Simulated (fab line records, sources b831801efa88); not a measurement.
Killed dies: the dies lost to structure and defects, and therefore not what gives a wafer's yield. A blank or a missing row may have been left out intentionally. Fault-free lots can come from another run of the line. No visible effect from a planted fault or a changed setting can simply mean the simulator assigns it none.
The tool behind it: which one? :: flow sky130 :: 36 wafers from 12 lots sampled at 4 of the route's 708 steps

== WHAT EACH GAUGE READ, for each wafer ==
SKY_VT_ADJUST_HVTP_OVL_MEAS_08.
lot: L215
measured: day 6 03:23
on: overlay-02
VT_ADJUST_HVTP_OVL (nm): 1.1 -1.5 -1.8

lot: L216
measured: day 6 05:33
on: overlay-02
VT_ADJUST_HVTP_OVL (nm): 0.1 -1.4 -0.5

lot: L217
measured: day 6 13:09
on: overlay-02
VT_ADJUST_HVTP_OVL (nm): 0.5 0.6 0.1

lot: L222
measured: day 8 04:33
on: overlay-02
VT_ADJUST_HVTP_OVL (nm): 0.9 0.3 0.7

lot: L226
measured: day 8 20:32
on: overlay-01
VT_ADJUST_HVTP_OVL (nm): -0.8 -2.2 -0.6

lot: L227
measured: day 9 02:54
on: overlay-01
VT_ADJUST_HVTP_OVL (nm): 0.0 0.6 1.0

lot: L228
measured: day 10 00:02
on: overlay-02
VT_ADJUST_HVTP_OVL (nm): -0.5 -2.1 -0.6

lot: L232
measured: day 10 15:08
on: overlay-01
VT_ADJUST_HVTP_OVL (nm): 0.0 1.5 0.8

lot: L234
measured: day 10 23:54
on: overlay-01
VT_ADJUST_HVTP_OVL (nm): 0.0 -1.4 0.6

lot: L235
measured: day 11 09:12
on: overlay-02
VT_ADJUST_HVTP_OVL (nm): 3.2 2.7 2.6

lot: L237
measured: day 12 01:08
on: overlay-02
VT_ADJUST_HVTP_OVL (nm): -1.5 -1.3 -0.4

lot: L238
measured: day 12 04:17
on: overlay-02
VT_ADJUST_HVTP_OVL (nm): -1.3 -0.5 -0.4

SKY_VT_ADJUST_PCH_TW_MEAS_10.
lot: L215
measured: day 10 09:24
on: film_metro-03
VT_ADJUST_PCH_TW: 140.0 139.5 139.6

lot: L216
measured: day 10 13:56
on: film_metro-01
VT_ADJUST_PCH_TW: 142.8 142.4 142.9

lot: L217
measured: day 10 21:52
on: film_metro-02
VT_ADJUST_PCH_TW: 142.8 142.9 142.8

lot: L222
measured: day 12 21:47
on: film_metro-01
VT_ADJUST_PCH_TW: 149.7 148.9 148.7

lot: L226
measured: day 13 18:13
on: film_metro-02
VT_ADJUST_PCH_TW: 150.9 151.0 150.5

lot: L227
measured: day 14 03:56
on: film_metro-02
VT_ADJUST_PCH_TW: 144.3 145.1 143.6

lot: L228
measured: day 15 03:03
on: film_metro-02
VT_ADJUST_PCH_TW: 142.1 144.0 143.4

lot: L232
measured: day 15 22:25
on: film_metro-01
VT_ADJUST_PCH_TW: 142.2 142.6 142.0

lot: L234
measured: day 16 09:07
on: film_metro-02
VT_ADJUST_PCH_TW: 144.1 144.1 144.2

lot: L235
measured: day 16 21:11
on: film_metro-02
VT_ADJUST_PCH_TW: 144.5 143.8 143.9

lot: L237
measured: day 17 15:12
on: film_metro-03
VT_ADJUST_PCH_TW: 139.5 140.2 139.9

lot: L238
measured: day 17 19:21
on: film_metro-03
VT_ADJUST_PCH_TW: 139.2 139.6 140.4

SKY_SONOS_ONO_OVL_MEAS_14.
lot: L215
measured: day 12 13:47
on: overlay-01
SONOS_ONO_OVL (nm): -0.2 0.2 1.3

lot: L216
measured: day 12 19:35
on: overlay-01
SONOS_ONO_OVL (nm): 0.2 0.4 -0.6

lot: L217
measured: day 13 02:57
on: overlay-02
SONOS_ONO_OVL (nm): 0.4 1.5 -0.7

lot: L222
measured: day 15 08:48
on: overlay-01
SONOS_ONO_OVL (nm): 4.9 2.9 2.9

lot: L226
measured: day 16 06:05
on: overlay-02
SONOS_ONO_OVL (nm): -0.2 -1.3 0.6

lot: L227
measured: day 16 15:51
on: overlay-01
SONOS_ONO_OVL (nm): -1.7 -2.6 -2.3

lot: L228
measured: day 17 16:41
on: overlay-02
SONOS_ONO_OVL (nm): 0.4 -0.2 -1.1

lot: L232
measured: day 18 15:23
on: overlay-02
SONOS_ONO_OVL (nm): 1.8 3.8 1.9

lot: L234
measured: day 19 02:14
on: overlay-01
SONOS_ONO_OVL (nm): 0.1 -1.3 1.0

lot: L235
measured: day 19 14:56
on: overlay-02
SONOS_ONO_OVL (nm): -0.9 0.3 -1.1

lot: L237
measured: day 20 12:29
on: overlay-02
SONOS_ONO_OVL (nm): 1.4 1.6 0.5

lot: L238
measured: day 20 15:20
on: overlay-02
SONOS_ONO_OVL (nm): -0.1 3.1 1.2

== WHICH TOOL RAN EACH LOT (tool, then ch and the chambers of the sampled wafers, then the start) ==
lot: L215
SKY_VT_ADJUST_PCH_IMPLANT_08: implanter-02 ch 0, day 10 09:09

lot: L216
SKY_VT_ADJUST_PCH_IMPLANT_08: implanter-01 ch 0, day 10 13:43

lot: L217
SKY_VT_ADJUST_PCH_IMPLANT_08: implanter-01 ch 0, day 10 21:37

lot: L222
SKY_VT_ADJUST_PCH_IMPLANT_08: implanter-02 ch 0, day 12 21:34

lot: L226
SKY_VT_ADJUST_PCH_IMPLANT_08: implanter-02 ch 0, day 13 17:59

lot: L227
SKY_VT_ADJUST_PCH_IMPLANT_08: implanter-01 ch 0, day 14 03:41

lot: L228
SKY_VT_ADJUST_PCH_IMPLANT_08: implanter-01 ch 0, day 15 02:48

lot: L232
SKY_VT_ADJUST_PCH_IMPLANT_08: implanter-01 ch 0, day 15 22:10

lot: L234
SKY_VT_ADJUST_PCH_IMPLANT_08: implanter-01 ch 0, day 16 08:53

lot: L235
SKY_VT_ADJUST_PCH_IMPLANT_08: implanter-02 ch 0, day 16 20:58

lot: L237
SKY_VT_ADJUST_PCH_IMPLANT_08: implanter-03 ch 0, day 17 14:57

lot: L238
SKY_VT_ADJUST_PCH_IMPLANT_08: implanter-03 ch 0, day 17 19:06
- SKY_VT_ADJUST_PCH_IMPLANT_08

== WHAT THE TOOLS THEMSELVES READ (means of the sampled wafers that have a number; where no wafer has one, the mark that the record gives instead) ==
SKY_VT_ADJUST_PCH_IMPLANT_08.
lot: L215
tool: implanter-02
beam_on_s (s): 10.18
end_station_pressure_torr (Torr): 5.18e-06
faraday_current_uA: 2.77

lot: L216
tool: implanter-01
beam_on_s (s): 9.88
end_station_pressure_torr (Torr): 4.72e-06
faraday_current_uA: 2.85

lot: L217
tool: implanter-01
beam_on_s (s): 10.07
end_station_pressure_torr (Torr): 5.00e-06
faraday_current_uA: 2.80

lot: L222
tool: implanter-02
beam_on_s (s): 11.91
end_station_pressure_torr (Torr): 9.59e-05
faraday_current_uA: 2.39

lot: L226
tool: implanter-02
beam_on_s (s): 12.20
end_station_pressure_torr (Torr): 9.31e-05
faraday_current_uA: 2.34

lot: L227
tool: implanter-01
beam_on_s (s): 10.24
end_station_pressure_torr (Torr): 5.16e-06
faraday_current_uA: 2.76

lot: L228
tool: implanter-01
beam_on_s (s): 10.16
end_station_pressure_torr (Torr): 4.92e-06
faraday_current_uA: 2.79

lot: L232
tool: implanter-01
beam_on_s (s): 10.08
end_station_pressure_torr (Torr): 4.96e-06
faraday_current_uA: 2.79

lot: L234
tool: implanter-01
beam_on_s (s): 10.07
end_station_pressure_torr (Torr): 5.07e-06
faraday_current_uA: 2.79

lot: L235
tool: implanter-02
beam_on_s (s): 10.07
end_station_pressure_torr (Torr): 4.99e-06
faraday_current_uA: 2.80

lot: L237
tool: implanter-03
beam_on_s (s): 10.00
end_station_pressure_torr (Torr): 5.30e-06
faraday_current_uA: 2.82

lot: L238
tool: implanter-03
beam_on_s (s): 10.14
end_station_pressure_torr (Torr): 5.10e-06
faraday_current_uA: 2.78

== THE ANSWER, worked out from the rows above alone ==
Rule: the lots themselves supply what counts as usual. The widest of any qualifying gaps counts: lots, ordered by their means at a reading, are off when they make up no more than a third of the lots, leave a main group of 4 or more, and stand apart from it by 3 or more times the standard deviation of that group's means. The tables above print the reading to a certain number of digits; a main group whose means all agree to those digits is not used. A lot without any number at a reading at which 4 lots or more have one is off too. The other lots that the step has rows for count as sound. First the gauges in route order, then the tools' own readings, where a lot's mean is used as printed above. At the first step where some lot is off, the reading lying furthest off is the one used; lots without a number count as furthest.
Off, at SKY_VT_ADJUST_PCH_IMPLANT_08 on end_station_pressure_torr: L222, L226. Main group: mean 5.04e-06 Torr, sd 1.5e-07.
A tool fits if, at that step or a process step before it, it ran every lot that is off, and no sound lot after the first of them. No candidate that was tried fits.

== WHAT THE SIMULATOR PUT IN ==
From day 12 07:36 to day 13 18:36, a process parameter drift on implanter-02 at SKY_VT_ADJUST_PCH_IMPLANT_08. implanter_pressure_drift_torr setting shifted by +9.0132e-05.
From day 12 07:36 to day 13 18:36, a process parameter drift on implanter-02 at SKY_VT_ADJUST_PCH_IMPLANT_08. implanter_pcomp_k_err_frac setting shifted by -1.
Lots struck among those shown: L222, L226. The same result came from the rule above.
